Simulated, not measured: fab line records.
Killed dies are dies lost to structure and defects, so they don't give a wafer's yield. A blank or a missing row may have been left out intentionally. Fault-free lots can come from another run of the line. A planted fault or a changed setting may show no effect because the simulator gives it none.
Which tool was responsible? | flow sky130 | Sampling: 24 lots, 72 wafers, 6 of 708 route steps

## WHAT EACH GAUGE READ, for each wafer
SKY_CAPM_THK_MEAS_01. Usual: CAPM_CVD_00_THK 15.57 nm, standard deviation 0.2.
lot  | measured     | on           | CAPM_CVD_00_THK (nm) | flag
L074 | day 36 07:17 | filmMetro-03 | 15.58 15.64 15.88    | 
L075 | day 36 21:40 | filmMetro-02 | 15.63 15.99 15.89    | 
L076 | day 37 04:11 | filmMetro-01 | 15.39 15.60 15.62    | 
L077 | day 37 15:00 | filmMetro-02 | 15.35 15.74 15.61    | 
L078 | day 38 05:23 | filmMetro-01 | 15.58 15.58 15.57    | 
L079 | day 38 14:49 | filmMetro-02 | 15.53 15.73 15.67    | 
L080 | day 38 21:31 | filmMetro-03 | 15.59 15.71 15.69    | 
L081 | day 38 21:01 | filmMetro-03 | 15.65 15.62 15.90    | 
L082 | day 39 06:02 | filmMetro-01 | 15.50 15.39 15.81    | 
L083 | day 39 10:11 | filmMetro-02 | 15.69 15.51 15.47    | 
L084 | day 40 01:13 | filmMetro-02 | 15.63 15.43 15.56    | 
L085 | day 40 03:46 | filmMetro-03 | 15.37 15.68 15.79    | 
L086 | day 40 11:08 | filmMetro-01 | 15.22 15.36 15.55    | 
L087 | day 40 16:45 | filmMetro-02 | 15.24 15.62 15.72    | 
L088 | day 40 22:43 | filmMetro-02 | 15.32 15.71 15.70    | 
L089 | day 41 04:47 | filmMetro-02 | 15.49 15.68 15.59    | 
L090 | day 41 07:34 | filmMetro-02 | 15.44 15.83 15.60    | 
L091 | day 41 14:43 | filmMetro-01 | 15.31 15.73 15.73    | 
L092 | day 42 03:23 | filmMetro-02 | 15.62 15.42 15.48    | 
L093 | day 42 06:25 | filmMetro-02 | 15.75 15.37 15.70    | 
L094 | day 42 13:25 | filmMetro-02 | 15.17 15.60 15.83    | 
L095 | day 42 22:01 | filmMetro-03 | 15.31 15.10 15.59    | 
L096 | day 43 00:45 | filmMetro-02 | 15.42 15.65 15.55    | 
L097 | day 43 05:32 | filmMetro-01 | 15.64 16.19 15.92    | 

SKY_VIA3_RS_MEAS_22: the measuring method here is four-point-probe. Usual: VIA3_W_RS 0.294 ohm/sq, standard deviation 0.0035.
lot  | measured     | on           | VIA3_W_RS (ohm/sq) | flag
L074 | day 39 16:20 | filmMetro-04 | 0.294 0.290 0.295  | 
L075 | day 40 06:25 | filmMetro-03 | 0.297 0.306 0.303  | 
L076 | day 40 10:47 | filmMetro-03 | 0.300 0.293 0.299  | 
L077 | day 40 22:28 | filmMetro-03 | 0.298 0.293 0.296  | 
L078 | day 41 12:33 | filmMetro-01 | 0.299 0.291 0.298  | 
L079 | day 41 20:26 | filmMetro-04 | 0.299 0.299 0.300  | 
L080 | day 42 02:07 | filmMetro-01 | 0.297 0.291 0.294  | 
L081 | day 42 01:17 | filmMetro-01 | 0.294 0.294 0.294  | 
L082 | day 42 11:34 | filmMetro-04 | 0.297 0.294 0.297  | 
L083 | day 42 14:33 | filmMetro-04 | 0.296 0.295 0.292  | 
L084 | day 43 06:17 | filmMetro-04 | 0.296 0.289 0.293  | 
L085 | day 43 08:12 | filmMetro-01 | 0.291 0.295 0.288  | 
L086 | day 43 15:38 | filmMetro-03 | 0.293 0.297 0.299  | 
L087 | day 43 20:44 | filmMetro-04 | 0.293 0.298 0.295  | 
L088 | day 44 01:34 | filmMetro-03 | 0.294 0.295 0.296  | 
L089 | day 44 07:56 | filmMetro-01 | 0.300 0.300 0.292  | 
L090 | day 44 09:24 | filmMetro-03 | 0.299 0.291 0.299  | 
L091 | day 44 17:22 | filmMetro-01 | 0.297 0.292 0.292  | 
L092 | day 45 03:08 | filmMetro-04 | 0.298 0.289 0.286  | 
L093 | day 45 07:05 | filmMetro-01 | 0.293 0.294 0.292  | 
L094 | day 45 13:10 | filmMetro-01 | 0.291 0.291 0.291  | 
L095 | day 45 20:31 | filmMetro-04 | 0.291 0.290 0.293  | 
L096 | day 45 22:58 | filmMetro-03 | 0.291 0.297 0.287  | 
L097 | day 46 03:49 | filmMetro-01 | 0.291 0.294 0.297  | 

## EACH LOT AND THE TOOL THAT RAN IT (in order: tool; ch and the chambers of the sampled wafers; start)
lot  | SKY_LDD_P_STRIP_10                  | SKY_METAL2_SPUTTER_02       | SKY_CAPM_CVD_00                 | SKY_VIA3_CVD_21
L074 | plasmaAsher-01 ch 0, day 18 16:49   | pvdSputter-02, day 33 23:07 | pecvd-03 ch 0,1,2, day 36 07:15 | cvdW-02 ch 1, day 39 16:11
L075 | plasmaAsher-02 ch 0,1, day 19 09:58 | pvdSputter-01, day 34 14:38 | pecvd-03 ch 0,1, day 36 21:39   | cvdW-02 ch 0,1, day 40 06:17
L076 | plasmaAsher-01 ch 0,1, day 19 20:13 | pvdSputter-01, day 34 20:48 | pecvd-04 ch 0,2, day 37 04:08   | cvdW-02 ch 0,1, day 40 10:40
L077 | plasmaAsher-04 ch 0,1, day 20 06:19 | pvdSputter-02, day 35 06:58 | pecvd-01 ch 1,2, day 37 14:59   | cvdW-02 ch 0,1, day 40 22:20
L078 | plasmaAsher-02 ch 0,1, day 20 23:16 | pvdSputter-04, day 35 21:43 | pecvd-03 ch 0,1,2, day 38 05:21 | cvdW-02 ch 0,1, day 41 12:24
L079 | plasmaAsher-04 ch 0, day 21 11:07   | pvdSputter-02, day 36 06:29 | pecvd-01 ch 1,2, day 38 14:47   | cvdW-02 ch 0, day 41 20:12
L080 | plasmaAsher-01 ch 0,1, day 21 19:58 | pvdSputter-02, day 36 13:52 | pecvd-04 ch 0,1,2, day 38 21:29 | cvdW-02 ch 0,1, day 42 01:59
L081 | plasmaAsher-02 ch 0,1, day 21 21:08 | pvdSputter-04, day 36 14:10 | pecvd-03 ch 0,1, day 38 20:59   | cvdW-01 ch 0,1, day 42 01:10
L082 | plasmaAsher-04 ch 0,1, day 22 08:08 | pvdSputter-02, day 37 00:03 | pecvd-04 ch 0,2, day 39 06:01   | cvdW-02 ch 0, day 42 11:26
L083 | plasmaAsher-01 ch 0,1, day 22 17:17 | pvdSputter-04, day 37 05:03 | pecvd-01 ch 0,1,2, day 39 10:08 | cvdW-02 ch 0,1, day 42 14:24
L084 | plasmaAsher-02 ch 0,1, day 23 09:13 | pvdSputter-04, day 37 20:25 | pecvd-01 ch 0,1,2, day 40 01:12 | cvdW-02 ch 0,1, day 43 06:09
L085 | plasmaAsher-01 ch 0, day 23 12:05   | pvdSputter-01, day 37 22:04 | pecvd-03 ch 0,1, day 40 03:44   | cvdW-01 ch 0,1, day 43 08:03
L086 | plasmaAsher-02 ch 0,1, day 23 16:56 | pvdSputter-02, day 38 05:55 | pecvd-03 ch 0,1, day 40 11:06   | cvdW-02 ch 0,1, day 43 15:31
L087 | plasmaAsher-02 ch 0,1, day 24 02:07 | pvdSputter-04, day 38 11:29 | pecvd-04 ch 0,1, day 40 16:44   | cvdW-01 ch 0,1, day 43 20:37
L088 | plasmaAsher-04 ch 0,1, day 24 08:19 | pvdSputter-02, day 38 17:20 | pecvd-03 ch 1, day 40 22:41     | cvdW-01 ch 0,1, day 44 01:25
L089 | plasmaAsher-04 ch 0,1, day 24 18:47 | pvdSputter-02, day 38 23:25 | pecvd-04 ch 1,2, day 41 04:44   | cvdW-02 ch 0,1, day 44 07:49
L090 | plasmaAsher-02 ch 0,1, day 24 22:28 | pvdSputter-02, day 39 02:34 | pecvd-03 ch 0, day 41 07:32     | cvdW-02 ch 0,1, day 44 09:16
L091 | plasmaAsher-02 ch 1, day 25 06:58   | pvdSputter-01, day 39 09:41 | pecvd-01 ch 1,2, day 41 14:41   | cvdW-01 ch 0,1, day 44 17:13
L092 | plasmaAsher-01 ch 0,1, day 25 18:04 | pvdSputter-02, day 39 22:20 | pecvd-04 ch 0,1,2, day 42 03:22 | cvdW-02 ch 0,1, day 45 03:01
L093 | plasmaAsher-04 ch 0,1, day 26 02:22 | pvdSputter-01, day 40 01:18 | pecvd-03 ch 1,2, day 42 06:23   | cvdW-01 ch 0,1, day 45 06:58
L094 | plasmaAsher-02 ch 0,1, day 26 04:56 | pvdSputter-01, day 40 09:05 | pecvd-03 ch 0,1,2, day 42 13:23 | cvdW-01 ch 0,1, day 45 13:03
L095 | plasmaAsher-02 ch 0,1, day 26 18:11 | pvdSputter-04, day 40 18:07 | pecvd-03 ch 0,2, day 42 21:59   | cvdW-01 ch 0,1, day 45 20:22
L096 | plasmaAsher-02 ch 0,1, day 26 21:58 | pvdSputter-04, day 40 20:36 | pecvd-01 ch 0,1,2, day 43 00:44 | cvdW-02 ch 0,1, day 45 22:50
L097 | plasmaAsher-04 ch 0,1, day 27 08:40 | pvdSputter-02, day 41 02:33 | pecvd-03 ch 0,1,2, day 43 05:29 | cvdW-01 ch 0,1, day 46 03:40
- SKY_LDD_P_STRIP_10: strips in O2/N2.
- SKY_METAL2_SPUTTER_02: material AlCu, target thk 250 nm, time 13.3 s.
- SKY_CAPM_CVD_00: deposits SiO2, target thk 15.5 nm.
- SKY_VIA3_CVD_21: deposits W, target thk 390 nm, time 117.31 s.

## WHAT THE TOOLS THEMSELVES READ (means of the sampled wafers that have a number; where no wafer has one, the mark that the record gives instead)
SKY_LDD_P_STRIP_10. Usual: drypumpMotorCurrentA 5.70 A, standard deviation 0.29; o2FlowSccm 3002 sccm, standard deviation 9.4; oesProductAu 0.716 a.u., standard deviation 0.0044; stripTimeToEndpointS 14.17 s, standard deviation 0.045.
lot  | tool           | drypumpMotorCurrentA (A) | o2FlowSccm (sccm) | oesProductAu (a.u.) | stripTimeToEndpointS (s) | flag
L074 | plasmaAsher-01 | 6.37                     | 2999              | 0.715               | 14.09                    | 
L075 | plasmaAsher-02 | 5.54                     | 2994              | 0.719               | 14.22                    | 
L076 | plasmaAsher-01 | 6.10                     | 3003              | 0.716               | 14.24                    | 
L077 | plasmaAsher-04 | 5.84                     | 3003              | 0.718               | 14.21                    | 
L078 | plasmaAsher-02 | 5.53                     | 3003              | 0.718               | 14.11                    | 
L079 | plasmaAsher-04 | 5.65                     | 3007              | 0.714               | 14.17                    | 
L080 | plasmaAsher-01 | 5.85                     | 2996              | 0.715               | 14.14                    | 
L081 | plasmaAsher-02 | 5.53                     | 3003              | 0.713               | 14.13                    | 
L082 | plasmaAsher-04 | 5.81                     | 3011              | 0.715               | 14.16                    | 
L083 | plasmaAsher-01 | 5.82                     | 3002              | 0.719               | 14.17                    | 
L084 | plasmaAsher-02 | 5.47                     | 3005              | 0.716               | 14.19                    | 
L085 | plasmaAsher-01 | 6.35                     | 3001              | 0.717               | 14.18                    | 
L086 | plasmaAsher-02 | 5.50                     | 3007              | 0.714               | 14.19                    | 
L087 | plasmaAsher-02 | 5.46                     | 2994              | 0.716               | 14.22                    | 
L088 | plasmaAsher-04 | 5.83                     | 3004              | 0.715               | 14.16                    | 
L089 | plasmaAsher-04 | 5.84                     | 3009              | 0.719               | 14.08                    | 
L090 | plasmaAsher-02 | 5.50                     | 2999              | 0.714               | 14.13                    | 
L091 | plasmaAsher-02 | 5.43                     | 3005              | 0.719               | 14.17                    | 
L092 | plasmaAsher-01 | 5.81                     | 2996              | 0.717               | 14.18                    | 
L093 | plasmaAsher-04 | 5.84                     | 3006              | 0.718               | 14.22                    | 
L094 | plasmaAsher-02 | 5.49                     | 2997              | 0.716               | 14.18                    | 
L095 | plasmaAsher-02 | 5.51                     | 3000              | 0.713               | 14.15                    | 
L096 | plasmaAsher-02 | 5.47                     | 3001              | 0.714               | 14.19                    | 
L097 | plasmaAsher-04 | 5.72                     | 2996              | 0.711               | 14.14                    | 

SKY_METAL2_SPUTTER_02. Usual: throttleValvePct reads 29.6 % (standard deviation 0.81).
lot  | tool          | throttleValvePct (%) | flag
L074 | pvdSputter-02 | 29.9                 | 
L075 | pvdSputter-01 | 29.9                 | 
L076 | pvdSputter-01 | 29.0                 | 
L077 | pvdSputter-02 | 29.8                 | 
L078 | pvdSputter-04 | 29.8                 | 
L079 | pvdSputter-02 | 29.2                 | 
L080 | pvdSputter-02 | 29.1                 | 
L081 | pvdSputter-04 | 30.2                 | 
L082 | pvdSputter-02 | 29.2                 | 
L083 | pvdSputter-04 | 29.7                 | 
L084 | pvdSputter-04 | 30.3                 | 
L085 | pvdSputter-01 | 29.1                 | 
L086 | pvdSputter-02 | 29.1                 | 
L087 | pvdSputter-04 | 30.2                 | 
L088 | pvdSputter-02 | 29.7                 | 
L089 | pvdSputter-02 | 29.1                 | 
L090 | pvdSputter-02 | 28.8                 | 
L091 | pvdSputter-01 | 29.5                 | 
L092 | pvdSputter-02 | 29.0                 | 
L093 | pvdSputter-01 | 29.2                 | 
L094 | pvdSputter-01 | 29.5                 | 
L095 | pvdSputter-04 | 29.7                 | 
L096 | pvdSputter-04 | 30.3                 | 
L097 | pvdSputter-02 | 29.5                 | 

SKY_CAPM_CVD_00. Usual: heaterPowerW reads 720 W (standard deviation 80).
lot  | tool     | heaterPowerW (W) | flag
L074 | pecvd-03 | 742              | 
L075 | pecvd-03 | 730              | 
L076 | pecvd-04 | 718              | 
L077 | pecvd-01 | 712              | 
L078 | pecvd-03 | 759              | 
L079 | pecvd-01 | 728              | 
L080 | pecvd-04 | 680              | 
L081 | pecvd-03 | 711              | 
L082 | pecvd-04 | 687              | 
L083 | pecvd-01 | 728              | 
L084 | pecvd-01 | 659              | 
L085 | pecvd-03 | 729              | 
L086 | pecvd-03 | 698              | 
L087 | pecvd-04 | 650              | 
L088 | pecvd-03 | 670              | 
L089 | pecvd-04 | 670              | 
L090 | pecvd-03 | 756              | 
L091 | pecvd-01 | 775              | 
L092 | pecvd-04 | 637              | 
L093 | pecvd-03 | 757              | 
L094 | pecvd-03 | 777              | 
L095 | pecvd-03 | 809              | 
L096 | pecvd-01 | 715              | 
L097 | pecvd-03 | 762              | 

SKY_VIA3_CVD_21. Usual: heaterPowerW reads 786 W (standard deviation 84).
lot  | tool    | heaterPowerW (W) | flag
L074 | cvdW-02 | 667              | 
L075 | cvdW-02 | 746              | 
L076 | cvdW-02 | 743              | 
L077 | cvdW-02 | 740              | 
L078 | cvdW-02 | 743              | 
L079 | cvdW-02 | 799              | 
L080 | cvdW-02 | 740              | 
L081 | cvdW-01 | 858              | 
L082 | cvdW-02 | 784              | 
L083 | cvdW-02 | 745              | 
L084 | cvdW-02 | 752              | 
L085 | cvdW-01 | 872              | 
L086 | cvdW-02 | 764              | 
L087 | cvdW-01 | 888              | 
L088 | cvdW-01 | 862              | 
L089 | cvdW-02 | 749              | 
L090 | cvdW-02 | 758              | 
L091 | cvdW-01 | 860              | 
L092 | cvdW-02 | 712              | 
L093 | cvdW-01 | 867              | 
L094 | cvdW-01 | 865              | 
L095 | cvdW-01 | 848              | 
L096 | cvdW-02 | 703              | 
L097 | cvdW-01 | 867              | 

## THE ANSWER, worked out from the rows above alone
Rule: take the mean of a lot's wafers that have a number; if it is more than 3 standard deviations from the usual mean, the lot is off. A lot without any number at a reading at which 4 lots or more have one is off too. Any other lot the step has rows for is counted as sound. After the gauges, taken in route order, come the tools' own readings; for these a lot's mean is taken, as printed above. At the first step where some lot is off, the reading lying furthest off is the one used; lots without a number count as furthest.
Across all readings shown, no lot is off: no conclusion can be drawn from this.

## WHAT HAD BEEN PUT IN BY THE SIMULATOR
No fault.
